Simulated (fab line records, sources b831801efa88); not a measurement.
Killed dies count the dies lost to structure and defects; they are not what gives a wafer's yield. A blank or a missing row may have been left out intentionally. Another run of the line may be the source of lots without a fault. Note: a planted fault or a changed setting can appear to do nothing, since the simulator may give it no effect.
Check of tool commonality	flow sky130	Sample size 15 lots and 45 wafers

## WHY IT WAS OPENED
SKY_DNWELL_TW_MEAS_09, reading DNWELL_TW: flagged on 3 of 15 lots. No-fault wafers: 1121, standard deviation 7.8.
Rule: a lot is flagged when every wafer of it that has a number lies more than 4 standard deviations from that mean, or none has a number. The other lots count as sound.

lot	measured	on	DNWELL_TW, wafer by wafer	flag
L391	day 3 22:52	film_metro-04	1123 1124 1116	
L393	day 4 07:59	film_metro-01	1119 1120 1119	
L394	day 4 13:05	film_metro-04	1125 1127 1130	
L395	day 4 18:27	film_metro-04	1120 1123 1121	
L396	day 4 21:36	film_metro-04	1129 1120 1119	
L397	day 5 02:57	film_metro-04	1126 1127 1133	
L403	day 6 15:14	film_metro-04	30 30 30	FLAGGED
L404	day 6 20:13	film_metro-01	30 30 30	FLAGGED
L405	day 7 01:56	film_metro-02	30 30 30	FLAGGED
L406	day 7 07:23	film_metro-01	1130 1132 1132	
L407	day 7 12:23	film_metro-02	1112 1104 1111	
L408	day 7 16:32	film_metro-02	1111 1115 1108	
L409	day 7 23:41	film_metro-01	1133 1122 1127	
L410	day 8 05:43	film_metro-01	1118 1120 1122	
L411	day 8 10:12	film_metro-02	1117 1117 1119	
The numbers of the flagged lots are 30 on average: -1091 against the usual, or -99 or more standard deviations.

## EACH LOT AND THE TOOL IT RAN ON
The record holds 2 process steps before the reading, out of a route of 708 steps. In each cell: the tool, then ch and the chambers that the sampled wafers went through, then the start.
lot	flag	SKY_FIELD_ISO_ETCH_15	SKY_DNWELL_EXPOSE_04
L391		rie_diel-04 ch 2,3, day 2 21:24	iline_stepper-02 ch 0, day 3 14:23
L393		rie_diel-02 ch 0,1,2, day 3 06:51	iline_stepper-02 ch 0, day 3 23:36
L394		rie_diel-04 ch 2,3, day 3 14:51	iline_stepper-01 ch 0, day 4 04:29
L395		rie_diel-04 ch 0,1,2, day 3 18:18	iline_stepper-01 ch 0, day 4 09:04
L396		rie_diel-04 ch 2,3, day 3 21:45	iline_stepper-02 ch 0, day 4 12:44
L397		rie_diel-04 ch 0,3, day 4 02:38	iline_stepper-01 ch 0, day 4 18:22
L403	FLAGGED	rie_diel-01 ch 2,3, day 5 10:15	iline_stepper-02, day 6 05:50
L404	FLAGGED	rie_diel-04 ch 0,1,2, day 5 17:18	iline_stepper-02, day 6 10:25
L405	FLAGGED	rie_diel-04 ch 2,3, day 5 21:24	iline_stepper-02, day 6 16:10
L406		rie_diel-01 ch 0,1,3, day 6 03:18	iline_stepper-01 ch 0, day 6 21:10
L407		rie_diel-01 ch 0,1,3, day 6 08:30	iline_stepper-02 ch 0, day 7 02:38
L408		rie_diel-02 ch 0,2,3, day 6 13:51	iline_stepper-02 ch 0, day 7 06:46
L409		rie_diel-04 ch 1,3, day 6 20:27	iline_stepper-02 ch 0, day 7 13:28
L410		rie_diel-02 ch 0,1,3, day 7 01:18	iline_stepper-01 ch 0, day 7 19:57
L411		rie_diel-01 ch 0,1, day 7 06:00	iline_stepper-01 ch 0, day 7 23:49
What the steps here do:
- SKY_FIELD_ISO_ETCH_15: etches the open film in CHF3/O2, stops on Si, target depth 180 nm, time 72 s.
- SKY_DNWELL_EXPOSE_04: exposes mask DNM, target cd 3000 nm.
- SKY_DNWELL_TW_MEAS_09

## FLAGGED OVER TOTAL, TOOL BY TOOL (the gauges that took the reading come last)
step	tool	lots run	flagged	share of the flagged lots	sound lots run after its first flagged lot
SKY_FIELD_ISO_ETCH_15	rie_diel-01	4	1	some	3 (L406,L407,L411)
SKY_FIELD_ISO_ETCH_15	rie_diel-02	3	0	none	-
SKY_FIELD_ISO_ETCH_15	rie_diel-04	8	2	some	1 (L409)
SKY_DNWELL_EXPOSE_04	iline_stepper-01	6	0	none	-
SKY_DNWELL_EXPOSE_04	iline_stepper-02	9	3	all	3 (L407,L408,L409)
SKY_DNWELL_TW_MEAS_09	film_metro-01	5	1	some	3 (L406,L409,L410)
SKY_DNWELL_TW_MEAS_09	film_metro-02	4	1	some	3 (L407,L408,L411)
SKY_DNWELL_TW_MEAS_09	film_metro-04	6	1	some	0

## THE TABLE: WHAT IT ALLOWS
In the table, 1 row covers all flagged lots: iline_stepper-02 at SKY_DNWELL_EXPOSE_04.
- iline_stepper-02 at SKY_DNWELL_EXPOSE_04 ran 9 lots, 3 of them flagged. Lots that were sound ran on it after the first flagged one (L407, L408, L409); a persistent fault on the entire tool would not allow that. On the flagged lots its readings are blank where sound lots have values: exposure_dose_mJ_cm2, focus_offset_nm.
No row of the table ran every flagged lot and no sound lot after the first.

## WHAT THE SIMULATOR HAD INSERTED
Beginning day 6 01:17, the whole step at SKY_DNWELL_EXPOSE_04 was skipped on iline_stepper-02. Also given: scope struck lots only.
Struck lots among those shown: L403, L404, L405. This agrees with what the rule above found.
